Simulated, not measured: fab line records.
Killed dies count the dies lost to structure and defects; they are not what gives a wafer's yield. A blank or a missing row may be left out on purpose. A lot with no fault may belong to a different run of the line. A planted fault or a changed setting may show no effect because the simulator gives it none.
fab line records :: flow sfq-line
record:
  lots: 14
  wafers: 42
  last-day: 89
route steps=325 shown M1@63
lots with no fault: from the same line, run without faults
start-h: hours from the record's opening day to when the first of the lot's shown wafers began :: wait-h: hours from the lot's prior step to this one :: " repeats the value in the row above :: L1.1+2: a single row standing in for several wafers :: - no value, or no start was given :: * or withheld: withheld :: < > ~ a bound
route shown NAME@n: NAME is a module with steps in the file, n the number in the route of the first one :: usual: mean/standard deviation of fault-free wafers :: same: alike in all rows :: chamber/n: place in a boat :: sites: per-site readings :: _std_site: how widely they spread, as a standard deviation :: _edge_site: inner sites' mean taken away from outer sites' mean :: radius-mm: how far each site lies from the wafer's centre :: mask NAME#n: copy n :: behind: tool/chamber where the wafer was last shaped :: hold: reason for holding the lot/hours on hold/outcome of the hold :: device: which transistor (n, p or np) failed to switch :: end of line: the route-end tests of the same wafers :: a step with no rows: only its recipe :: killed: count of dies lost to structure and defects at first sort (not the wafer's yield) :: map: dies across one wafer; x = killed, . = not, _ = none there
set.NAME: the run value of the setting; set.NAME@STEP: its run value at that earlier step :: model.NAME: the simulator's own value behind a step, which no gauge read
route steps across a sampled set of lots; one table per step, one row per wafer
== steps ==
step: SFQ_TRILAYER_M1_LITHO_COAT_039
recipe:
  resist: KrF
  spin-rpm: 3000
  resist-thk-nm: 600
usual:
  spin-speed-rpm: 3000.0/2.1
lot.wafer: L358.1
tool: litho-track-03
chamber: 0
start-h: 374.03
wait-h: 0.2
spin-speed-rpm: 3000.7

lot.wafer: L358.3
tool: litho-track-03
chamber: 0
start-h: 374.03
wait-h: 0.2
spin-speed-rpm: 3000.4

lot.wafer: L358.4
tool: litho-track-03
chamber: 0
start-h: 374.03
wait-h: 0.2
spin-speed-rpm: 3001.0

lot.wafer: L359.1
tool: litho-track-01
chamber: 0
start-h: 399.35
wait-h: 0.2
spin-speed-rpm: 2999.3

lot.wafer: L359.4
tool: litho-track-01
chamber: 0
start-h: 399.35
wait-h: 0.2
spin-speed-rpm: 2999.4

lot.wafer: L359.5
tool: litho-track-01
chamber: 0
start-h: 399.35
wait-h: 0.2
spin-speed-rpm: 3000.1

lot.wafer: L360.1
tool: litho-track-04
chamber: 0
start-h: 411.35
wait-h: 0.2
spin-speed-rpm: 2999.0

lot.wafer: L360.5
tool: litho-track-04
chamber: 0
start-h: 411.35
wait-h: 0.2
spin-speed-rpm: 2999.1

lot.wafer: L360.6
tool: litho-track-04
chamber: 0
start-h: 411.35
wait-h: 0.2
spin-speed-rpm: 2997.8

lot.wafer: L361.1
tool: litho-track-01
chamber: 0
start-h: 416.15
wait-h: 0.2
spin-speed-rpm: 2999.0

lot.wafer: L361.2
tool: litho-track-01
chamber: 0
start-h: 416.15
wait-h: 0.2
spin-speed-rpm: 3002.4

lot.wafer: L361.4
tool: litho-track-01
chamber: 0
start-h: 416.15
wait-h: 0.2
spin-speed-rpm: 3003.8

lot.wafer: L362.3
tool: litho-track-04
chamber: 0
start-h: 417.92
wait-h: 0.2
spin-speed-rpm: 3001.2

lot.wafer: L362.4
tool: litho-track-04
chamber: 0
start-h: 417.92
wait-h: 0.2
spin-speed-rpm: 3002.1

lot.wafer: L362.6
tool: litho-track-04
chamber: 0
start-h: 417.92
wait-h: 0.2
spin-speed-rpm: 3000.5

lot.wafer: L363.1
tool: litho-track-03
chamber: 0
start-h: 422.75
wait-h: 0.2
spin-speed-rpm: 3002.2

lot.wafer: L363.2
tool: litho-track-03
chamber: 0
start-h: 422.75
wait-h: 0.2
spin-speed-rpm: 3001.2

lot.wafer: L363.4
tool: litho-track-03
chamber: 0
start-h: 422.75
wait-h: 0.2
spin-speed-rpm: 2997.4

lot.wafer: L367.2
tool: litho-track-01
chamber: 0
start-h: 473.20
wait-h: 0.2
spin-speed-rpm: 2998.9

lot.wafer: L367.5
tool: litho-track-01
chamber: 0
start-h: 473.20
wait-h: 0.2
spin-speed-rpm: 2999.2

lot.wafer: L367.6
tool: litho-track-01
chamber: 0
start-h: 473.20
wait-h: 0.2
spin-speed-rpm: 2998.9

lot.wafer: L369.3
tool: litho-track-01
chamber: 0
start-h: 494.99
wait-h: 0.2
spin-speed-rpm: 3004.6

lot.wafer: L369.4
tool: litho-track-01
chamber: 0
start-h: 494.99
wait-h: 0.2
spin-speed-rpm: 2997.3

lot.wafer: L369.6
tool: litho-track-01
chamber: 0
start-h: 494.99
wait-h: 0.2
spin-speed-rpm: 3000.9

lot.wafer: L374.1
tool: litho-track-01
chamber: 0
start-h: 516.85
wait-h: 0.2
spin-speed-rpm: 3001.1

lot.wafer: L374.2
tool: litho-track-01
chamber: 0
start-h: 516.85
wait-h: 0.2
spin-speed-rpm: 3003.1

lot.wafer: L374.6
tool: litho-track-01
chamber: 0
start-h: 516.85
wait-h: 0.2
spin-speed-rpm: 3001.6

lot.wafer: L375.1
tool: litho-track-01
chamber: 0
start-h: 537.37
wait-h: 0.2
spin-speed-rpm: 1974.4

lot.wafer: L375.2
tool: litho-track-01
chamber: 0
start-h: 537.37
wait-h: 0.2
spin-speed-rpm: 1980.9

lot.wafer: L375.6
tool: litho-track-01
chamber: 0
start-h: 537.37
wait-h: 0.2
spin-speed-rpm: 1973.5

lot.wafer: L376.1
tool: litho-track-04
chamber: 0
start-h: 558.99
wait-h: 0.2
spin-speed-rpm: 3002.1

lot.wafer: L376.2
tool: litho-track-04
chamber: 0
start-h: 558.99
wait-h: 0.2
spin-speed-rpm: 2998.2

lot.wafer: L376.5
tool: litho-track-04
chamber: 0
start-h: 558.99
wait-h: 0.2
spin-speed-rpm: 3000.2

lot.wafer: L377.2
tool: litho-track-01
chamber: 0
start-h: 562.62
wait-h: 0.2
spin-speed-rpm: 1975.5

lot.wafer: L377.5
tool: litho-track-01
chamber: 0
start-h: 562.62
wait-h: 0.2
spin-speed-rpm: 1977.8

lot.wafer: L377.6
tool: litho-track-01
chamber: 0
start-h: 562.62
wait-h: 0.2
spin-speed-rpm: 1975.4

lot.wafer: L378.1
tool: litho-track-03
chamber: 0
start-h: 564.99
wait-h: 0.2
spin-speed-rpm: 3001.3

lot.wafer: L378.4
tool: litho-track-03
chamber: 0
start-h: 564.99
wait-h: 0.2
spin-speed-rpm: 3004.4

lot.wafer: L378.5
tool: litho-track-03
chamber: 0
start-h: 564.99
wait-h: 0.2
spin-speed-rpm: 2999.8

lot.wafer: L380.1
tool: litho-track-03
chamber: 0
start-h: 570.97
wait-h: 0.2
spin-speed-rpm: 2997.4

lot.wafer: L380.5
tool: litho-track-03
chamber: 0
start-h: 570.97
wait-h: 0.2
spin-speed-rpm: 3001.1

lot.wafer: L380.6
tool: litho-track-03
chamber: 0
start-h: 570.97
wait-h: 0.2
spin-speed-rpm: 2999.8
== key ==
first-sign:
  step: SFQ_TRILAYER_M1_LITHO_COAT_039
  reading: spin-speed-rpm
  direction: down
  sigmas: 99+
  usual: 3000.0
  struck: 1976.3
effect none on later readings
met-at SFQ_TRILAYER_M1_LITHO_COAT_039
struck-lots L375,L377
onset-between 516.85 537.37
fault:
  kind: process-parameter-drift
  tool: litho-track-01
  chamber: -
  onset-h: 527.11
  steps: SFQ_TRILAYER_M1_LITHO_COAT_039
  channel: spin-rpm
  offset: -1025.1
  shape: step
  end-h: 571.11
  acts-in: these-recipes-only
  stated: 3000
